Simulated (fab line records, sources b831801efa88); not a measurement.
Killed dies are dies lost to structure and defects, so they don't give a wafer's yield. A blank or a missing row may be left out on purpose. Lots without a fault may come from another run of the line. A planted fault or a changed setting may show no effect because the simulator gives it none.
fab line records | flow sky130
record lots=6 wafers=16 last_day=50
route steps=708 shown POLY_CUT@317 SD_P@320 RES_XHIGH@332 SD_N@342 PAD_OPEN@708
lots that met no fault: from a run of the same line without faults
start_h: hours from the record's first day to the start of the lot's first wafer shown | wait_h: hours since the lot's step before | " the same as in the row above | L1.1+2: a row that stands for several wafers | - no value, or no start given | * or withheld: withheld | < > ~ a bound
route shown NAME@n: a module of which the file shows steps, and the number in the route of the first | usual: mean/standard deviation of fault-free wafers | same: alike in all rows | chamber/n: place in a boat | sites: the reading at each site | _std_site: their standard deviation | _edge_site: outer sites' mean less inner sites' | radius_mm: how far each site lies from the wafer's centre | mask NAME#n: copy n | behind: the tool/chamber that last shaped the wafer | hold: why the lot was held/for how many hours/how that ended | device: the transistor (n, p or np) that didn't switch | end of line: the same wafers' tests at the end of the route | a step without rows: its recipe alone | killed: dies lost to structure and defects at the first sort, not the wafer's yield | map: a wafer's dies, x killed, . not, _ none there
set.NAME: the setting as run; set.NAME@STEP: as run at that earlier step | model.NAME: the simulator's own value behind a step, which no gauge read
lots at some steps of the route; a table a step, a row a wafer
services: from which hour (start_h, from the record's first day; less than 0 if before it) a tool's chamber was out of use, for how many hours, and why
## steps
# step SKY_POLY_CUT_ETCH_10
# recipe chemistry=N2/H2 target=BARC ion_energy_ev=200 source_w=500 bias_w=100 pressure_mtorr=30 n2_flow_sccm=100 h2_flow_sccm=200 stop_on=SiO2 time_s=45.9 target_depth_a=600
# usual drypump_motor_current_A=5.7/0.48 oes_product_au=0.855/0.0042 throttle_valve_pct=13.227/0.0096
# columns lot.wafer tool chamber start_h wait_h drypump_motor_current_A oes_product_au rf_hours_counter_h throttle_valve_pct
L763.1 rie_diel-04 0 618.95 0.0 5.2 0.848 11 13.232
L763.3 " 3 " " 5.5 0.853 0 13.225
L763.4 " 3 " " 5.5 0.861 - 13.232
L762.2 rie_diel-02 1 620.15 0.0 6.3 0.849 2 13.220
L762.3 " 2 " " 5.8 0.855 1 13.217
L762.6 " 2 " " 5.8 0.854 - 13.217
L766.4 rie_diel-04 2 646.42 0.0 5.9 0.853 16 13.218
L766.6 " 0 " " 5.2 0.853 - 13.228
L769.2 rie_diel-04 3 659.20 0.0 5.5 0.862 1 13.223
L769.4 " 0 " " 5.3 0.853 12 13.247
L776.1 rie_diel-04 3 700.08 0.0 5.5 0.861 2 13.238
L776.3 " 2 " " 5.9 0.855 18 13.233
L776.6 " 0 " " 5.2 0.857 - 13.237
L781.2 rie_diel-03 3 737.31 0.0 5.6 0.855 23 13.222
L781.4 " 1 " " 6.2 0.855 - 13.242
L781.6 " 2 " " 4.8 0.862 - 13.222
# step SKY_POLY_CUT_ETCH_11
# recipe target=Si3N4 chemistry=CF4/CH2F2/Ar stop_on=poly-Si source_w=600 bias_w=150 pressure_mtorr=40 cf4_flow_sccm=40 ch2f2_flow_sccm=20 Ar_flow_sccm=150 time_s=42.5 target_depth_a=600
# step SKY_POLY_CUT_STRIP_12
# recipe chemistry=O2/N2 power_w=1400 pressure_mtorr=1500 platen_temp_c=withheld o2_flow_sccm=3000 n2_flow_sccm=300 overash_fraction=0.5
# usual drypump_motor_current_A=5.6/0.53 oes_product_au=0.452/0.0045 strip_time_to_endpoint_s=5.359/0.019
# same overash_fraction=0.5
# columns lot.wafer tool chamber start_h wait_h drypump_motor_current_A oes_product_au rf_hours_counter_h strip_time_to_endpoint_s
L763.1 plasma_asher-01 0 619.03 0.0 5.2 0.439 15 5.351
L763.3 " 1 " " 6.2 0.452 - 5.344
L763.4 " 0 " " 5.3 0.452 - 5.353
L762.2 plasma_asher-02 1 620.23 0.0 5.9 0.453 47 5.337
L762.3 " 1 " " 5.8 0.454 - 5.358
L762.6 " 1 " " 5.9 0.451 - 5.358
L766.4 plasma_asher-02 0 646.54 0.1 4.8 0.446 - 5.335
L766.6 " 1 " " 5.9 0.448 - 5.358
L769.2 plasma_asher-02 1 659.28 0.0 5.9 0.455 51 5.354
L769.4 " 1 " " 5.9 0.445 - 5.345
L776.1 plasma_asher-03 0 700.16 0.0 6.1 0.456 90 5.344
L776.3 " 0 " " 6.1 0.453 - 5.348
L776.6 " 0 " " 6.2 0.452 - 5.370
L781.2 plasma_asher-02 1 737.39 0.0 5.9 0.455 59 5.341
L781.4 " 1 " " 5.9 0.451 - 5.318
L781.6 " 1 " " 5.9 0.454 - 5.341
# step SKY_SD_P_DEHYDRATE_00
# recipe temp_c=200 time_s=60
# step SKY_SD_P_HMDS_01
# recipe prime_time_s=60 prime_temp_c=120
# step SKY_SD_P_COAT_02
# recipe resist=NOVOLAK spin_rpm=3000 resist_thk_nm=1140
# step SKY_SD_P_SOFTBAKE_03
# recipe temp_c=90 time_s=60 resist=NOVOLAK
# step SKY_SD_P_EXPOSE_04
# recipe mask_id=PSDM na=0.6 source_shape=conventional sigma_outer=0.6 polarization=unpolarized target_cd_nm=380 dose_mj=138
# step SKY_SD_P_PEB_05
# recipe temp_c=withheld time_s=* resist=NOVOLAK
# step SKY_SD_P_DEVELOP_06
# recipe resist=NOVOLAK developer=TMAH develop_time_s=60 dev_temp_c=23
# step SKY_SD_P_CD_MEAS_07
# recipe target_cd_nm=380
# usual cd_nm=381.2/2.6
# columns lot.wafer tool chamber start_h wait_h cd_nm
L763.1 cd_sem-02 - 648.10 0.1 378.2
L763.3 " - " " 379.2
L763.4 " - " " 381.5
L762.2 cd_sem-02 - 649.37 0.1 380.8
L762.3 " - " " 380.5
L762.6 " - " " 381.3
L766.4 cd_sem-02 - 672.85 0.1 382.2
L766.6 " - " " 379.5
L769.2 cd_sem-01 - 687.26 0.1 384.5
L769.4 " - " " 383.0
L776.1 cd_sem-01 - 727.75 0.1 378.2
L776.3 " - " " 380.1
L776.6 " - " " 380.7
L781.2 cd_sem-02 - 765.42 0.1 381.1
L781.4 " - " " 383.2
L781.6 " - " " 382.7
# step SKY_SD_P_OVL_MEAS_08
# usual SD_P_OVL=1.0/1.7
# columns lot.wafer tool chamber start_h wait_h SD_P_OVL[nm]
L763.1 overlay-02 - 648.22 0.1 -1.2
L763.3 " - " " 1.2
L763.4 " - " " 0.0
L762.2 overlay-02 - 649.48 0.1 0.2
L762.3 " - " " 1.3
L762.6 " - " " 1.2
L766.4 overlay-02 - 672.93 0.1 2.8
L766.6 " - " " 1.8
L769.2 overlay-01 - 687.37 0.1 2.2
L769.4 " - " " 2.4
L776.1 overlay-02 - 727.87 0.1 1.6
L776.3 " - " " 2.1
L776.6 " - " " 3.4
L781.2 overlay-02 - 765.53 0.1 0.9
L781.4 " - " " 1.1
L781.6 " - " " 2.7
# step SKY_SD_P_IMPLANT_09
# recipe species=BF2 energy_kev=20 dose_cm2=3e+15 tilt_deg=0
# usual tilt_deg=0.001/0.021
# columns lot.wafer tool chamber start_h wait_h tilt_deg
L763.1 implanter-04 0 648.26 0.0 0.006
L763.3 " 0 " " 0.016
L763.4 " 0 " " 0.018
L762.2 implanter-03 0 649.53 0.0 0.008
L762.3 " 0 " " -0.012
L762.6 " 0 " " 0.026
L766.4 implanter-04 0 673.03 0.1 -0.011
L766.6 " 0 " " 0.003
L769.2 implanter-04 0 687.42 0.0 0.014
L769.4 " 0 " " 0.003
L776.1 implanter-03 0 727.90 0.0 0.005
L776.3 " 0 " " -0.004
L776.6 " 0 " " 0.002
L781.2 implanter-03 0 765.58 0.0 0.003
L781.4 " 0 " " -0.006
L781.6 " 0 " " -0.001
# step SKY_SD_P_STRIP_10
# recipe chemistry=O2/N2 power_w=1400 pressure_mtorr=1500 platen_temp_c=withheld o2_flow_sccm=3000 n2_flow_sccm=300 overash_fraction=0.5
# usual drypump_motor_current_A=5.8/0.41 oes_product_au=0.617/0.0048 strip_time_to_endpoint_s=17.49/0.042
# same overash_fraction=0.5
# columns lot.wafer tool chamber start_h wait_h drypump_motor_current_A oes_product_au rf_hours_counter_h strip_time_to_endpoint_s
L763.1 plasma_asher-01 0 648.41 0.1 5.3 0.613 18 17.47
L763.3 " 1 " " 6.2 0.617 - 17.49
L763.4 " 0 " " 5.3 0.620 - 17.50
L762.2 plasma_asher-01 0 649.66 0.1 5.3 0.615 19 17.39
L762.3 " 1 " " 6.3 0.617 - 17.46
L762.6 " 1 " " 6.2 0.612 - 17.41
L766.4 plasma_asher-03 0 673.13 0.1 6.2 0.636 - 17.04
L766.6 " 0 " " 6.2 0.620 - 17.48
L769.2 plasma_asher-01 1 687.55 0.1 6.2 0.631 22 17.03
L769.4 " 1 " " 6.2 0.633 - 17.03
L776.1 plasma_asher-03 0 728.05 0.1 6.2 0.627 92 17.50
L776.3 " 0 " " 6.2 0.614 - 17.49
L776.6 " 0 " " 6.2 0.617 - 17.52
L781.2 plasma_asher-03 0 765.71 0.1 6.1 0.614 95 17.51
L781.4 " 1 " " 5.6 0.608 - 17.48
L781.6 " 1 " " 5.6 0.616 - 17.48
# step SKY_SD_P_TW_MEAS_11
# usual SD_P_TW=2825/13
# columns lot.wafer tool chamber start_h wait_h SD_P_TW
L763.1 film_metro-03 - 648.51 0.1 2814
L763.3 " - " " 2817
L763.4 " - " " 2815
L762.2 film_metro-01 - 649.77 0.1 2819
L762.3 " - " " 2822
L762.6 " - " " 2827
L766.4 film_metro-02 - 673.23 0.1 2700
L766.6 " - " " 2827
L769.2 film_metro-01 - 687.66 0.1 2715
L769.4 " - " " 2703
L776.1 film_metro-01 - 728.15 0.1 2800
L776.3 " - " " 2800
L776.6 " - " " 2829
L781.2 film_metro-02 - 765.82 0.1 2847
L781.4 " - " " 2852
L781.6 " - " " 2831
# step SKY_RES_XHIGH_DEHYDRATE_00
# recipe temp_c=200 time_s=60
# step SKY_RES_XHIGH_HMDS_01
# recipe prime_time_s=60 prime_temp_c=120
# step SKY_RES_XHIGH_COAT_02
# recipe resist=NOVOLAK spin_rpm=3000 resist_thk_nm=1140
# step SKY_RES_XHIGH_SOFTBAKE_03
# recipe temp_c=90 time_s=60 resist=NOVOLAK
# step SKY_RES_XHIGH_EXPOSE_04
# recipe mask_id=URPM na=0.6 source_shape=conventional sigma_outer=0.6 polarization=unpolarized target_cd_nm=1270 dose_mj=140
# step SKY_RES_XHIGH_PEB_05
# recipe temp_c=withheld time_s=* resist=NOVOLAK
# step SKY_RES_XHIGH_DEVELOP_06
# recipe resist=NOVOLAK developer=TMAH develop_time_s=60 dev_temp_c=23
# step SKY_RES_XHIGH_IMPLANT_07
# recipe species=BF2 energy_kev=20 dose_cm2=3.6e+14 tilt_deg=0
# step SKY_RES_XHIGH_STRIP_08
# recipe chemistry=O2/N2 power_w=1400 pressure_mtorr=1500 platen_temp_c=withheld o2_flow_sccm=3000 n2_flow_sccm=300 overash_fraction=0.5
# usual drypump_motor_current_A=5.7/0.41 oes_product_au=0.711/0.0046 strip_time_to_endpoint_s=14.28/0.042
# same overash_fraction=0.5
# columns lot.wafer tool chamber start_h wait_h drypump_motor_current_A oes_product_au rf_hours_counter_h strip_time_to_endpoint_s
L763.1 plasma_asher-04 0 674.05 0.1 5.2 0.710 104 14.23
L763.3 " 1 " " 6.0 0.706 - 14.21
L763.4 " 0 " " 5.2 0.719 - 14.22
L762.2 plasma_asher-03 1 675.04 0.1 5.6 0.707 87 14.25
L762.3 " 0 " " 6.2 0.702 - 14.30
L762.6 " 1 " " 5.6 0.724 - 14.28
L766.4 plasma_asher-04 0 702.18 0.1 5.2 0.712 - 14.33
L766.6 " 1 " " 6.0 0.706 - 14.31
L769.2 plasma_asher-04 0 715.30 0.1 5.2 0.710 108 14.25
L769.4 " 1 " " 6.0 0.717 - 14.24
L776.1 plasma_asher-03 0 755.20 0.1 6.2 0.708 94 14.24
L776.3 " 1 " " 5.6 0.710 - 14.25
L776.6 " 1 " " 5.6 0.711 - 14.22
L781.2 plasma_asher-03 1 791.00 0.1 5.6 0.715 97 14.29
L781.4 " 1 " " 5.6 0.715 - 14.26
L781.6 " 1 " " 5.6 0.711 - 14.23
# step SKY_RES_XHIGH_TW_MEAS_09
# usual RES_XHIGH_TW=1638/9.3
# columns lot.wafer tool chamber start_h wait_h RES_XHIGH_TW
L763.1 film_metro-01 - 674.15 0.1 1639
L763.3 " - " " 1629
L763.4 " - " " 1638
L762.2 film_metro-01 - 675.15 0.1 1636
L762.3 " - " " 1639
L762.6 " - " " 1643
L766.4 film_metro-01 - 702.28 0.1 1641
L766.6 " - " " 1648
L769.2 film_metro-03 - 715.41 0.1 1625
L769.4 " - " " 1629
L776.1 film_metro-03 - 755.30 0.1 1640
L776.3 " - " " 1636
L776.6 " - " " 1633
L781.2 film_metro-03 - 791.11 0.1 1641
L781.4 " - " " 1622
L781.6 " - " " 1641
# step SKY_SD_N_DEHYDRATE_00
# recipe temp_c=200 time_s=60
# step SKY_SD_N_HMDS_01
# recipe prime_time_s=60 prime_temp_c=120
# step SKY_SD_N_COAT_02
# recipe resist=NOVOLAK spin_rpm=3000 resist_thk_nm=1140
# step SKY_SD_N_SOFTBAKE_03
# recipe temp_c=90 time_s=60 resist=NOVOLAK
# step SKY_SD_N_EXPOSE_04
# recipe mask_id=NSDM na=0.6 source_shape=conventional sigma_outer=0.6 polarization=unpolarized target_cd_nm=380 dose_mj=141
# step SKY_SD_N_PEB_05
# recipe temp_c=withheld time_s=* resist=NOVOLAK
# step SKY_SD_N_DEVELOP_06
# recipe resist=NOVOLAK developer=TMAH develop_time_s=60 dev_temp_c=23
# step SKY_SD_N_CD_MEAS_07
# recipe target_cd_nm=380
# usual cd_nm=380.1/2
# columns lot.wafer tool chamber start_h wait_h cd_nm
L763.1 cd_sem-02 - 703.06 0.2 379.6
L763.3 " - " " 376.1
L763.4 " - " " 380.6
L762.2 cd_sem-01 - 703.38 0.2 381.5
L762.3 " - " " 380.1
L762.6 " - " " 378.9
L766.4 cd_sem-01 - 729.45 0.1 382.2
L766.6 " - " " 382.2
L769.2 cd_sem-02 - 741.67 0.1 380.8
L769.4 " - " " 379.0
L776.1 cd_sem-02 - 781.60 0.1 379.2
L776.3 " - " " 378.7
L776.6 " - " " 377.1
L781.2 cd_sem-01 - 817.72 0.1 378.0
L781.4 " - " " 377.8
L781.6 " - " " 377.9
# step SKY_SD_N_OVL_MEAS_08
# usual SD_N_OVL=-0.3/1.2
# columns lot.wafer tool chamber start_h wait_h SD_N_OVL[nm]
L763.1 overlay-02 - 703.18 0.1 -1.4
L763.3 " - " " -0.1
L763.4 " - " " -1.6
L762.2 overlay-02 - 703.49 0.1 -0.6
L762.3 " - " " -0.2
L762.6 " - " " 1.5
L766.4 overlay-02 - 729.53 0.1 -2.1
L766.6 " - " " -3.1
L769.2 overlay-01 - 741.78 0.1 -1.1
L769.4 " - " " 0.4
L776.1 overlay-01 - 781.72 0.1 -1.0
L776.3 " - " " -1.2
L776.6 " - " " -0.2
L781.2 overlay-02 - 817.83 0.1 -3.5
L781.4 " - " " -0.1
L781.6 " - " " -1.5
# step SKY_SD_N_IMPLANT_09
# recipe species=As energy_kev=50 dose_cm2=4e+15 tilt_deg=0
# step SKY_SD_N_IMPLANT_10
# recipe species=P energy_kev=20 dose_cm2=1e+14 tilt_deg=0
# step SKY_SD_N_STRIP_11
# recipe chemistry=O2/N2 power_w=1400 pressure_mtorr=1500 platen_temp_c=withheld o2_flow_sccm=3000 n2_flow_sccm=300 overash_fraction=0.5
# usual drypump_motor_current_A=5.5/0.53 oes_product_au=0.527/0.0047 strip_time_to_endpoint_s=22.56/0.042
# same overash_fraction=0.5
# columns lot.wafer tool chamber start_h wait_h drypump_motor_current_A oes_product_au rf_hours_counter_h strip_time_to_endpoint_s
L763.1 plasma_asher-04 0 703.52 0.1 5.2 0.526 106 22.50
L763.3 " 1 " " 6.0 0.524 - 22.56
L763.4 " 0 " " 5.2 0.534 - 22.53
L762.2 plasma_asher-02 1 703.82 0.1 5.8 0.520 55 22.55
L762.3 " 0 " " 4.8 0.527 - 22.52
L762.6 " 1 " " 5.9 0.520 - 22.55
L766.4 plasma_asher-01 0 729.88 0.1 5.3 0.525 - 22.64
L766.6 " 0 " " 5.2 0.522 - 22.62
L769.2 plasma_asher-02 1 742.11 0.1 5.8 0.529 60 22.57
L769.4 " 1 " " 5.9 0.524 - 22.61
L776.1 plasma_asher-02 0 782.06 0.1 4.7 0.526 64 22.54
L776.3 " 0 " " 4.7 0.532 - 22.57
L776.6 " 1 " " 5.8 0.527 - 22.56
L781.2 plasma_asher-01 0 818.16 0.1 5.3 0.535 37 22.58
L781.4 " 1 " " 6.2 0.522 - 22.60
L781.6 " 1 " " 6.2 0.528 - 22.59
# step SKY_SD_N_TW_MEAS_12
# usual SD_N_TW=3977/20
# columns lot.wafer tool chamber start_h wait_h SD_N_TW
L763.1 film_metro-01 - 703.62 0.1 3966
L763.3 " - " " 4009
L763.4 " - " " 3986
L762.2 film_metro-01 - 703.93 0.1 4023
L762.3 " - " " 3998
L762.6 " - " " 4003
L766.4 film_metro-01 - 729.98 0.1 3984
L766.6 " - " " 3969
L769.2 film_metro-01 - 742.22 0.1 3959
L769.4 " - " " 3975
L776.1 film_metro-01 - 782.16 0.1 3998
L776.3 " - " " 4008
L776.6 " - " " 4017
L781.2 film_metro-02 - 818.27 0.1 4011
L781.4 " - " " 3980
L781.6 " - " " 3984
# step SKY_SD_N_CLEAN_13
# recipe chemistry=SC1/SC2 mix=1:4:20 temp_c=70 time_s=150 dry=n2_spin
# step SKY_SD_N_RTA_14
# recipe temp_c=1075 time_s=2 idle_temp_c=650 ramp_up_c_per_s=150 ramp_down_c_per_s=90 ambient=N2
# usual lamp_power_pct=15.73/0.05 ramp_down_c_per_s=89.999/0.017 wafer_temp_C_max=1078.1/1.3
# columns lot.wafer tool chamber start_h wait_h lamp_power_pct ramp_down_c_per_s wafer_temp_C_max
L763.1 rtp_anneal-02 0 703.73 0.0 15.76 89.967 1079.0
L763.3 " 0 " " 15.78 90.013 1078.5
L763.4 " 0 " " 15.83 89.983 1078.2
L762.2 rtp_anneal-01 0 704.04 0.0 15.79 90.001 1079.7
L762.3 " 0 " " 15.76 89.997 1080.6
L762.6 " 0 " " 15.71 90.013 1077.0
L766.4 rtp_anneal-02 0 730.09 0.0 15.74 90.000 1077.8
L766.6 " 0 " " 15.73 89.995 1076.3
L769.2 rtp_anneal-02 0 742.33 0.0 15.84 90.007 1077.4
L769.4 " 0 " " 15.70 89.977 1076.1
L776.1 rtp_anneal-02 0 782.27 0.0 15.78 89.994 1079.0
L776.3 " 0 " " 15.76 89.980 1078.2
L776.6 " 0 " " 15.68 90.023 1079.3
L781.2 rtp_anneal-01 0 818.53 0.0 15.70 90.011 1079.2
L781.4 " 0 " " 15.70 89.981 1076.7
L781.6 " 0 " " 15.80 89.979 1077.8
# step SKY_SD_N_RS_MEAS_16
# recipe thk_meas_gauge=four-point-probe
# usual SD_N_RS=68.45/0.11
# columns lot.wafer tool chamber start_h wait_h SD_N_RS[ohm/sq]
L763.1 film_metro-03 - 703.90 0.1 68.41
L763.3 " - " " 68.45
L763.4 " - " " 68.33
L762.2 film_metro-02 - 704.22 0.1 68.37
L762.3 " - " " 68.44
L762.6 " - " " 68.53
L766.4 film_metro-01 - 730.29 0.1 68.25
L766.6 " - " " 68.34
L769.2 film_metro-02 - 742.51 0.1 68.57
L769.4 " - " " 68.41
L776.1 film_metro-01 - 782.45 0.1 68.64
L776.3 " - " " 68.40
L776.6 " - " " 68.56
L781.2 film_metro-01 - 818.71 0.1 68.36
L781.4 " - " " 68.39
L781.6 " - " " 68.30
# step SKY_SD_N_RS_MEAS_17
# recipe thk_meas_gauge=four-point-probe
# usual SD_P_RS=146.8/0.35
# columns lot.wafer tool chamber start_h wait_h SD_P_RS[ohm/sq]
L763.1 film_metro-03 - 704.02 0.1 147.0
L763.3 " - " " 146.9
L763.4 " - " " 147.0
L762.2 film_metro-02 - 704.34 0.1 147.0
L762.3 " - " " 146.7
L762.6 " - " " 146.1
L766.4 film_metro-01 - 730.41 0.1 149.5
L766.6 " - " " 146.8
L769.2 film_metro-02 - 742.63 0.1 150.2
L769.4 " - " " 150.3
L776.1 film_metro-01 - 782.57 0.1 147.9
L776.3 " - " " 147.2
L776.6 " - " " 147.4
L781.2 film_metro-01 - 818.83 0.1 146.6
L781.4 " - " " 146.5
L781.6 " - " " 146.3
# step SKY_PAD_OPEN_PROBE_99
# usual killed_at_M0_to_M3=44/6.9 killed_at_M4_up=3.3/1.7 killed_at_contacts=24/5.5 killed_at_front_end=16/4.5 killed_at_other=0.2/0.46 killed_dies=87/9.1 killed_open=48/7.3 killed_short=39/6.2
# same gross_dies=492 killed_at_back_side=0
# columns lot.wafer tool chamber start_h wait_h killed_at_M0_to_M3 killed_at_M4_up killed_at_contacts killed_at_front_end killed_at_other killed_dies killed_open killed_short model.etest.licon_high_po.rc_ohm model.etest.res_high_po.line_ohm_um model.etest.res_pdiff.line_ohm_um model.etest.pfet_01v8.r_on_ohm_um model.etest.res_high_po.rs_ohm_sq_range model.etest.res_high_po.rs_ohm_sq model.etest.licon_pdiff.rc_ohm model.etest.res_high_po.rs_ohm_sq_rim_less_centre
L763.1 prober-01 - 1114.59 0.1 40 2 31 17 0 90 51 39 349.7 749 1363 2890 6.074 257.9 591.8 -5.114
L763.3 prober-01 - 1114.69 0.2 36 3 13 10 0 62 30 32 341.4 744.3 1360 2929 5.62 257.3 597.4 -3.569
L763.4 prober-01 - 1114.74 0.2 48 3 18 14 0 83 37 46 346.5 748.1 1360 2900 8.495 262.7 559.6 -3.089
L762.2 prober-02 - 1117.69 0.1 54 6 10 13 0 83 43 40 341.2 759.4 1359 2944 5.32 266.8 587.2 -0.731
L762.3 prober-02 - 1117.74 0.2 54 4 27 20 2 107 59 45 347.6 752.2 1367 2951 6.282 261.8 584.4 -0.8133
L762.6 prober-02 - 1117.89 0.2 45 2 28 20 1 96 42 53 341 748.8 1358 2900 5.37 258.9 548.6 -0.05555
L766.4 prober-02 - 1142.27 0.2 53 5 23 12 2 95 59 35 604.1 995.5 1447 2940 107.7 347.6 662.1 -67.46
L766.6 prober-02 - 1142.37 0.2 39 3 17 26 0 85 43 42 354.2 755.6 1390 2844 14.96 264.8 553.6 -13.68
L769.2 prober-01 - 1145.69 0.1 40 3 21 20 0 84 56 28 575.9 975.1 1516 2950 99.58 336.6 676.8 -59
L769.4 prober-01 - 1145.79 0.2 42 4 27 28 0 101 55 45 587.5 985.9 1513 2943 105.4 342.6 664.8 -61.88
L776.1 prober-01 - 1176.46 0.1 46 3 18 15 1 83 46 37 353.7 763 1391 2909 13.16 272.4 585.7 -10.61
L776.3 prober-01 - 1176.56 0.2 44 3 19 12 1 79 42 37 364.2 766.5 1400 2888 10.37 267.9 595.6 -9.962
L776.6 prober-01 - 1176.71 0.2 58 4 23 15 0 100 51 49 357.2 767.7 1404 2842 10.76 263.7 577.7 -8.724
L781.2 prober-02 - 1195.82 0.1 38 5 26 15 0 84 45 39 360.4 764.1 1360 2783 6.593 261.5 604.7 0.6952
L781.4 prober-02 - 1195.92 0.2 46 4 22 20 0 92 59 31 352.5 749.8 1399 2816 6.223 262.8 577.7 0.6126
L781.6 prober-02 - 1196.02 0.2 34 3 22 14 0 73 42 31 363.1 755.2 1393 2862 3.223 264.2 601.2 0.1354
# killed by level:class
L763.1 CONTACT:geometric_particle:open=12 VIA1:geometric_particle:open=9 VIA2:geometric_particle:open=9 CONTACT:geometric_particle:short=7 LI_CONTACT:geometric_particle:open=6 LOCAL_INTERCONNECT:geometric_particle:short=6 POLY_GATE:geometric_particle:open=5 METAL3:geometric_particle:short=5
L763.3 METAL2:geometric_particle:short=7 METAL1:geometric_particle:short=6 CONTACT:geometric_particle:open=6 VIA1:geometric_particle:open=5 VIA1:geometric_particle:short=4 VIA3:geometric_particle:open=4 SPACER:geometric_particle:open=3 LI_CONTACT:geometric_particle:open=3
L763.4 VIA1:geometric_particle:open=11 VIA1:geometric_particle:short=8 METAL2:geometric_particle:short=7 FIELD_ISO:geometric_particle:short=6 VIA3:geometric_particle:open=6 LI_CONTACT:geometric_particle:open=5 VIA3:geometric_particle:short=5 LI_CONTACT:geometric_particle:short=4
L762.2 METAL1:geometric_particle:short=7 VIA2:geometric_particle:open=7 VIA1:geometric_particle:short=6 VIA1:geometric_particle:open=6 VIA2:geometric_particle:short=6 POLY_GATE:geometric_particle:open=5 LI_CONTACT:geometric_particle:open=5 VIA3:geometric_particle:short=5
L762.3 VIA1:geometric_particle:open=13 VIA2:geometric_particle:open=8 POLY_GATE:geometric_particle:open=6 CONTACT:geometric_particle:short=6 METAL1:geometric_particle:short=6 VIA3:geometric_particle:open=6 LI_CONTACT:geometric_particle:open=5 LOCAL_INTERCONNECT:geometric_particle:short=5
L762.6 CONTACT:geometric_particle:open=13 METAL2:geometric_particle:short=9 VIA2:geometric_particle:open=8 VIA1:geometric_particle:open=8 POLY_GATE:geometric_particle:short=7 LI_CONTACT:geometric_particle:open=6 METAL1:geometric_particle:short=6 FIELD_ISO:geometric_particle:short=5
L766.4 VIA1:geometric_particle:open=15 CONTACT:geometric_particle:open=12 VIA3:geometric_particle:open=9 VIA1:geometric_particle:short=6 LI_CONTACT:geometric_particle:open=5 METAL1:geometric_particle:short=5 METAL2:geometric_particle:short=5 VIA2:geometric_particle:open=4
L766.6 VIA2:geometric_particle:open=8 POLY_GATE:geometric_particle:short=7 LI_CONTACT:geometric_particle:open=7 METAL2:geometric_particle:short=7 VIA1:geometric_particle:open=7 FIELD_ISO:geometric_particle:short=6 FIELD_ISO:geometric_particle:open=5 CONTACT:geometric_particle:open=5
L769.2 VIA1:geometric_particle:open=13 VIA2:geometric_particle:open=11 LI_CONTACT:geometric_particle:open=8 FIELD_ISO:geometric_particle:open=7 CONTACT:geometric_particle:short=7 METAL2:geometric_particle:short=6 CONTACT:geometric_particle:open=5 FIELD_ISO:geometric_particle:short=4
L769.4 VIA2:geometric_particle:open=9 LI_CONTACT:geometric_particle:open=8 CONTACT:geometric_particle:open=8 VIA1:geometric_particle:open=8 FIELD_ISO:geometric_particle:open=7 POLY_GATE:geometric_particle:open=5 POLY_GATE:geometric_particle:short=4 METAL1:geometric_particle:short=4
L776.1 VIA1:geometric_particle:open=11 VIA2:geometric_particle:open=11 LI_CONTACT:geometric_particle:open=7 CONTACT:geometric_particle:open=5 METAL2:geometric_particle:short=5 METAL1:geometric_particle:short=5 FIELD_ISO:geometric_particle:short=4 VIA1:geometric_particle:short=4
L776.3 VIA2:geometric_particle:open=8 METAL1:geometric_particle:short=7 VIA1:geometric_particle:open=7 METAL3:geometric_particle:short=7 LI_CONTACT:geometric_particle:open=6 CONTACT:geometric_particle:open=5 POLY_GATE:geometric_particle:short=4 METAL1:geometric_particle:open=4
L776.6 VIA1:geometric_particle:open=16 CONTACT:geometric_particle:open=11 METAL1:geometric_particle:short=8 VIA1:geometric_particle:short=7 VIA2:geometric_particle:open=6 LOCAL_INTERCONNECT:geometric_particle:short=5 METAL2:geometric_particle:short=5 VIA3:geometric_particle:open=5
L781.2 VIA1:geometric_particle:open=11 CONTACT:geometric_particle:open=9 LI_CONTACT:geometric_particle:open=6 FIELD_ISO:geometric_particle:short=5 FIELD_ISO:geometric_particle:open=5 CONTACT:geometric_particle:short=5 METAL1:geometric_particle:short=5 VIA1:geometric_particle:short=5
L781.4 VIA1:geometric_particle:open=11 VIA3:geometric_particle:open=11 LI_CONTACT:geometric_particle:open=8 VIA2:geometric_particle:open=8 CONTACT:geometric_particle:open=8 FIELD_ISO:geometric_particle:short=5 FIELD_ISO:geometric_particle:open=5 POLY_GATE:geometric_particle:open=4
L781.6 LI_CONTACT:geometric_particle:open=9 VIA1:geometric_particle:open=8 VIA3:geometric_particle:open=8 CONTACT:geometric_particle:open=6 FIELD_ISO:geometric_particle:short=5 LI_CONTACT:geometric_particle:short=5 VIA2:geometric_particle:open=5 FIELD_ISO:geometric_particle:open=4
## services
# columns tool chamber start_h hours kind
plasma_asher-03 - 598.28 5.3 repair
rie_diel-02 0 600.71 5.3 repair
rie_diel-04 1 602.55 20.4 repair
rie_diel-03 1 603.36 6.3 repair
plasma_asher-02 - 608.76 2.2 repair
rie_diel-04 - 623.92 14.6 pm
rtp_anneal-01 - 642.26 4.2 pm
plasma_asher-02 - 668.94 2.8 pm
implanter-04 - 709.47 3.0 pm
rie_diel-04 0 718.59 6.2 repair
plasma_asher-03 - 732.74 14.6 pm
rie_diel-02 0 732.78 5.4 repair
plasma_asher-04 - 733.75 9.0 pm
rie_diel-04 3 739.18 6.5 repair
plasma_asher-04 - 742.75 2.8 pm
implanter-03 - 750.20 4.7 pm
rie_diel-04 0 754.07 1.3 repair
rie_diel-04 - 754.43 0.2 repair
implanter-04 - 754.46 19.2 pm
implanter-03 - 756.37 2.6 repair
implanter-03 - 762.27 3.1 repair
rie_diel-03 1 773.67 7.5 repair
implanter-03 - 801.53 4.0 repair
plasma_asher-03 - 812.74 8.1 repair
## key
first_sign step=SKY_SD_P_STRIP_10 reading=strip_time_to_endpoint_s direction=down sigmas=11 usual=* struck=*
effect step=SKY_SD_P_TW_MEAS_11 reading=SD_P_TW direction=down sigmas=9.4 usual=2825 struck=2706
effect step=SKY_SD_N_RS_MEAS_17 reading=SD_P_RS direction=up sigmas=9.2 usual=146.8 struck=150.0
model_effect step=SKY_PAD_OPEN_PROBE_99 value=etest.licon_high_po.rc_ohm without=357.8 struck=589.2
met_at SKY_SD_P_IMPLANT_09
struck_wafers L766.4,L769.2,L769.4
tester_left_out L766,L769
onset_between 648.26 673.03
fault kind=process_parameter_drift tool=implanter-04 chamber=- onset_h=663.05 steps=SKY_SD_P_IMPLANT_09 channel=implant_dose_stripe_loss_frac offset=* shape=step end_h=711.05 scope=struck_wafers_only
# tester_left_out: of these lots the tester's yield and bins aren't shown, on N5 and GAA mostly nor the transistor test; their killed dies are dies lost to structure and defects alone, not to doping, threshold or leakage, so they don't give the yield
